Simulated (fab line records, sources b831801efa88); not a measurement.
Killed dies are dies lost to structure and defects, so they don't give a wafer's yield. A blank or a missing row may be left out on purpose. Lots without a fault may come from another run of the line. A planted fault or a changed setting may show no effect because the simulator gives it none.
Which tool did it? | flow sky130 | 11 lots, 33 wafers sampled, at 5 steps of a route of 708

WHAT THE GAUGES READ, wafer by wafer
The record holds no reading of a measuring or inspecting step that can be judged against a usual standard deviation.

WHICH TOOL RAN EACH LOT (tool, then ch and the chambers of the sampled wafers, then the start)
lot  | SKY_VIA4_CMP_21               | SKY_METAL5_SPUTTER_00        | SKY_METAL5_DESCUM_14              | SKY_PAD_OPEN_STRIP_08                | SKY_PAD_OPEN_PROBE_99
L439 | cmp-01 ch 0,1,3, day 43 09:50 | pvd_sputter-02, day 43 09:59 | rie_metal-02 ch 0,1, day 44 09:19 | plasma_asher-02 ch 0,1, day 46 06:11 | prober-01, day 46 08:34
L441 | cmp-02 ch 1,2,3, day 44 01:22 | pvd_sputter-03, day 44 01:40 | rie_metal-02 ch 0,1, day 45 00:26 | plasma_asher-03 ch 0,1, day 46 19:56 | prober-02, day 46 23:31
L440 | cmp-02 ch 1,2, day 44 01:54   | pvd_sputter-04, day 44 02:12 | rie_metal-04 ch 0,1, day 45 00:44 | plasma_asher-02 ch 0,1, day 46 20:56 | prober-01, day 46 23:54
L442 | cmp-01 ch 0,1,3, day 44 10:47 | pvd_sputter-02, day 44 10:59 | rie_metal-04 ch 0,1, day 45 08:50 | plasma_asher-04 ch 0,1, day 47 03:58 | prober-02, day 47 06:15
L443 | cmp-02 ch 1,2,3, day 44 15:26 | pvd_sputter-03, day 44 15:41 | rie_metal-04 ch 0,1, day 45 13:19 | plasma_asher-02 ch 0,1, day 47 07:14 | prober-01, day 47 09:29
L448 | cmp-02 ch 0,1,2, day 45 20:56 | pvd_sputter-03, day 45 21:14 | rie_metal-02 ch 0,1, day 46 18:32 | plasma_asher-02 ch 0, day 48 11:24   | prober-01, day 48 13:43
L454 | cmp-01 ch 0,1,3, day 47 10:23 | pvd_sputter-03, day 47 10:41 | rie_metal-02 ch 0,1, day 48 06:01 | plasma_asher-04 ch 0,1, day 49 19:46 | prober-02, day 49 22:41
L455 | cmp-01 ch 0,1,3, day 47 11:44 | pvd_sputter-04, day 47 11:59 | rie_metal-01 ch 0,1, day 48 07:13 | plasma_asher-03 ch 0,1, day 49 21:05 | prober-01, day 49 23:18
L457 | cmp-01 ch 0,1,2, day 48 05:31 | pvd_sputter-04, day 48 05:49 | rie_metal-04 ch 0,1, day 49 00:38 | plasma_asher-02 ch 0,1, day 50 11:53 | prober-01, day 50 14:06
L459 | cmp-02 ch 1,2, day 48 21:33   | pvd_sputter-04, day 48 21:48 | rie_metal-04 ch 0,1, day 49 15:58 | plasma_asher-02 ch 0,1, day 51 02:17 | prober-01, day 51 04:32
L461 | cmp-02 ch 1,2,3, day 49 08:38 | pvd_sputter-03, day 49 08:53 | rie_metal-01 ch 0,1, day 50 01:02 | plasma_asher-02 ch 0,1, day 51 09:20 | prober-02, day 51 11:34
- SKY_VIA4_CMP_21: polishes, stops on SiO2, t overpolish 25 s, target thk 0 nm.
- SKY_METAL5_SPUTTER_00: material Ti, target thk 15 nm, time 10 s.
- SKY_METAL5_DESCUM_14: chemistry O2, time 11 s.
- SKY_PAD_OPEN_STRIP_08: strips in O2/N2.
- SKY_PAD_OPEN_PROBE_99

WHAT THE TOOLS THEMSELVES READ (means of the sampled wafers that have a number; where no wafer has one, the mark that the record gives instead)
SKY_VIA4_CMP_21.
lot  | tool   | motor_current_A (A) | overpolish_run_s (s) | time_to_endpoint_s (s)
L439 | cmp-01 | 10.8                | 24.997               | 128
L441 | cmp-02 | 11.5                | 25.007               | 117
L440 | cmp-02 | 11.5                | 25.013               | 117
L442 | cmp-01 | 10.6                | 24.995               | 125
L443 | cmp-02 | 11.9                | 24.996               | 118
L448 | cmp-02 | 11.0                | 24.999               | 119
L454 | cmp-01 | 11.1                | 24.999               | 129
L455 | cmp-01 | 11.1                | 24.998               | 127
L457 | cmp-01 | 10.2                | 25.012               | 128
L459 | cmp-02 | 11.4                | 25.003               | 118
L461 | cmp-02 | 11.7                | 25.003               | 122

SKY_METAL5_SPUTTER_00.
lot  | tool           | throttle_valve_pct (%)
L439 | pvd_sputter-02 | 29.4
L441 | pvd_sputter-03 | 30.5
L440 | pvd_sputter-04 | 29.3
L442 | pvd_sputter-02 | 29.3
L443 | pvd_sputter-03 | 30.5
L448 | pvd_sputter-03 | 30.3
L454 | pvd_sputter-03 | 30.0
L455 | pvd_sputter-04 | 29.8
L457 | pvd_sputter-04 | 30.1
L459 | pvd_sputter-04 | 30.2
L461 | pvd_sputter-03 | 30.5

SKY_METAL5_DESCUM_14.
lot  | tool         | drypump_motor_current_A (A) | oes_product_au (a.u.)
L439 | rie_metal-02 | 5.5                         | 1.001
L441 | rie_metal-02 | 5.5                         | 1.005
L440 | rie_metal-04 | 6.2                         | 0.996
L442 | rie_metal-04 | 6.4                         | 1.010
L443 | rie_metal-04 | 6.2                         | 1.003
L448 | rie_metal-02 | 5.5                         | 1.003
L454 | rie_metal-02 | 5.5                         | 1.007
L455 | rie_metal-01 | 5.4                         | 1.006
L457 | rie_metal-04 | 6.4                         | 1.006
L459 | rie_metal-04 | 6.1                         | 0.994
L461 | rie_metal-01 | 5.4                         | 1.017

SKY_PAD_OPEN_STRIP_08.
lot  | tool            | drypump_motor_current_A (A) | oes_product_au (a.u.) | strip_time_to_endpoint_s (s)
L439 | plasma_asher-02 | 6.14                        | 0.663                 | 37.04
L441 | plasma_asher-03 | 5.66                        | 0.666                 | 37.07
L440 | plasma_asher-02 | 6.12                        | 0.665                 | 37.01
L442 | plasma_asher-04 | 5.91                        | 0.662                 | 37.08
L443 | plasma_asher-02 | 6.12                        | 0.665                 | 37.03
L448 | plasma_asher-02 | 5.87                        | 0.659                 | 36.97
L454 | plasma_asher-04 | 5.75                        | 0.664                 | 37.00
L455 | plasma_asher-03 | 5.90                        | 0.661                 | 36.99
L457 | plasma_asher-02 | 5.99                        | 0.665                 | 37.19
L459 | plasma_asher-02 | 6.14                        | 0.661                 | 37.01
L461 | plasma_asher-02 | 6.01                        | 0.659                 | 36.96

SKY_PAD_OPEN_PROBE_99.
lot  | tool      | defect_limited_yield (%) | killed_at_M0_to_M3 | killed_at_M4_up | killed_at_contacts | killed_at_front_end | killed_at_other | killed_dies | killed_on_rim | killed_open | killed_short | sort_bin_3_pad_short (%) | sort_bin_5_function (%) | sort_bin_6_memory (%) | sort_n_pass | sort_yield_pct (%)
L439 | prober-01 | 81.6                     | 47                 | 3.7             | 26                 | 14                  | 0.3             | 91          | 16            | 49          | 42           | 0.4                      | 11.7                    | 6.4                   | 401         | 81.6
L441 | prober-02 | 84.0                     | 38                 | 1.7             | 24                 | 15                  | 0.3             | 79          | 14            | 43          | 36           | 1.3                      | 9.2                     | 5.6                   | 413         | 84.0
L440 | prober-01 | 80.6                     | 50                 | 3.0             | 29                 | 13                  | 0.7             | 95          | 22            | 54          | 41           | 1.2                      | 12.3                    | 5.9                   | 397         | 80.6
L442 | prober-02 | 81.6                     | 48                 | 2.3             | 24                 | 16                  | 0.0             | 90          | 21            | 52          | 38           | 1.3                      | 9.9                     | 7.2                   | 402         | 81.6
L443 | prober-01 | 83.1                     | 45                 | 4.3             | 24                 | 10                  | 0.0             | 83          | 17            | 50          | 33           | 1.0                      | 10.5                    | 5.4                   | 409         | 83.1
L448 | prober-01 | 76.8                     | 38                 | 37.3            | 21                 | 17                  | 0.7             | 114         | 23            | 39          | 40           | 1.3                      | 13.5                    | 8.4                   | 378         | 76.8
L454 | prober-02 | 83.5                     | 37                 | 3.7             | 29                 | 12                  | 0.0             | 81          | 17            | 45          | 36           | 0.7                      | 9.8                     | 5.9                   | 411         | 83.5
L455 | prober-01 | 83.1                     | 41                 | 3.0             | 24                 | 14                  | 0.0             | 83          | 15            | 45          | 38           | 0.9                      | 9.2                     | 6.7                   | 409         | 83.1
L457 | prober-01 | 83.5                     | 46                 | 1.7             | 19                 | 14                  | 0.3             | 81          | 17            | 49          | 32           | 0.6                      | 10.4                    | 5.4                   | 411         | 83.5
L459 | prober-01 | 82.9                     | 43                 | 3.3             | 26                 | 11                  | 0.0             | 84          | 20            | 46          | 38           | 1.0                      | 10.4                    | 5.7                   | 408         | 82.9
L461 | prober-02 | 84.4                     | 39                 | 1.7             | 25                 | 11                  | 0.0             | 77          | 13            | 45          | 32           | 1.0                      | 8.4                     | 6.2                   | 415         | 84.4

THE ANSWER, worked out from the rows above alone
Rule: what is usual is taken from the lots themselves. Put in order of their means at a reading, lots are off if they are a third of the lots or fewer, leave a main group of 4 or more, and stand apart from it by a gap of 3 or more times the standard deviation of the main group's means; of several such gaps the widest counts. A main group whose means are all the same, to the digits that the tables above print for the reading, isn't used. A lot without any number at a reading at which 4 lots or more have one is off too. The other lots that the step has rows for count as sound. The gauges are gone through in route order, then the tools' own readings, and for those a lot's mean is taken as printed above. The first step at which some lot is off is used, and at that step the reading that is off furthest; a lot without a number counts as furthest.
Off: L448, at SKY_PAD_OPEN_PROBE_99 (killed_at_M4_up). The main group: mean 2.8, standard deviation 0.9.
A tool fits if, at that step or a process step before it, it ran every lot that is off, and no sound lot after the first of them. None of those tried fits.

WHAT THE SIMULATOR HAD PUT IN
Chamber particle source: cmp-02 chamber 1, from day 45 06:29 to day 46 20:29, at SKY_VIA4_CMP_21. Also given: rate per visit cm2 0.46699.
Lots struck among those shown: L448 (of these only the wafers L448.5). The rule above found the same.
